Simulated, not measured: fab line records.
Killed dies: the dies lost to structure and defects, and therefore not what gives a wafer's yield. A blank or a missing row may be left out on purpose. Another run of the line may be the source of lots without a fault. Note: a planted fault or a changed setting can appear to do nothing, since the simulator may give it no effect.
Code-filled problem report in 8D (eight disciplines) form :: flow sky130 :: the parts of the form that need people (team, actions taken, sign-off) are left out

1. PROBLEM STATEMENT
doseIonsCm2 at SKY_LDD_N_IMPLANT_10 reads a mean of 6.392e+13 on 6 wafers of 2 lots; wafers without a fault read 7.501e+13 with a standard deviation of 8e+10. That is -99 or more standard deviations from the usual mean.
The first sign was on wafer L176.1 at day 23 11:31, on implanter-02. The record has a number at this step for 36 wafers belonging to 12 lots. By rule, "out" or "out of limits" means more than 4 standard deviations away from the usual mean. The other wafers with a number count as sound.

2. WHAT IT IS AND WHAT IT IS NOT
question: which readings at this step
is: doseIonsCm2, faradayCurrentUA
is not: -

question: which lots
is: L176, L177
is not: L161, L162, L163, L165, L166, L167, L174, L179, L180, L182

question: which wafers of those lots
is: all that have a number
is not: -

question: read on which tools
is: implanter-02
is not: implanter-01, implanter-03

question: when
is: from day 23 11:31
is not: up to then (21 sound wafers); but 9 sound wafers of L179, L180, L182 came after

3. WHAT RULES OUT EACH SUSPECT
Counting: a tool at any process step up to the reading remains a suspect when it ran all the lots that are out and ran no sound lot after the first of those.
- plasmaAsher-03 at SKY_GATE_OXIDE_STRIP_13 (strips in O2/N2): ruled out as a lasting fault. After its first lot that is out, L176 (day 19 08:40), sound lots L179, L180 ran on it.
- implanter-02 at SKY_LDD_N_IMPLANT_10: kept. It ran every lot that is out, first L176 (day 23 11:31), and no sound lot after that; its last sound lot up to then is L163 (day 19 02:58). On those wafers its own readings are out: doseIonsCm2, faradayCurrentUA.
The count leaves implanter-02 at SKY_LDD_N_IMPLANT_10.

4. THE CAUSE (what the simulator had put in)
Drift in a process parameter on implanter-02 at SKY_LDD_N_IMPLANT_10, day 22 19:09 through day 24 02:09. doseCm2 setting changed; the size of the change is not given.
After counting, this tool was the only one left.

5. SEQUENCE OF EFFECTS, ordered by route
Each row: a reading where the mean over the struck wafers with a number is more than 3 standard deviations away from the usual. Readings are gone through only where the record gives a usual standard deviation; hours: the median, over the lots, of the time from a lot's start at the first step in this table giving one to that lot's start at this step; sigmas: the change measured in usual standard deviations.
hours: 0
step: SKY_LDD_N_IMPLANT_10
reading: doseIonsCm2
usual: 7.501e+13
on struck wafers: 6.392e+13
change: -1.109e+13
sigmas: -99 or more

hours: 0
step: SKY_LDD_N_IMPLANT_10
reading: faradayCurrentUA
usual: 421
on struck wafers: 359
change: -62
sigmas: -7.3
Here are the process steps it includes:
- SKY_LDD_N_IMPLANT_10

6. WHAT WOULD HAVE CAUGHT IT SOONER
In this record the first reading out of limits was taken at day 23 11:31, 16 hours after the fault began at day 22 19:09.
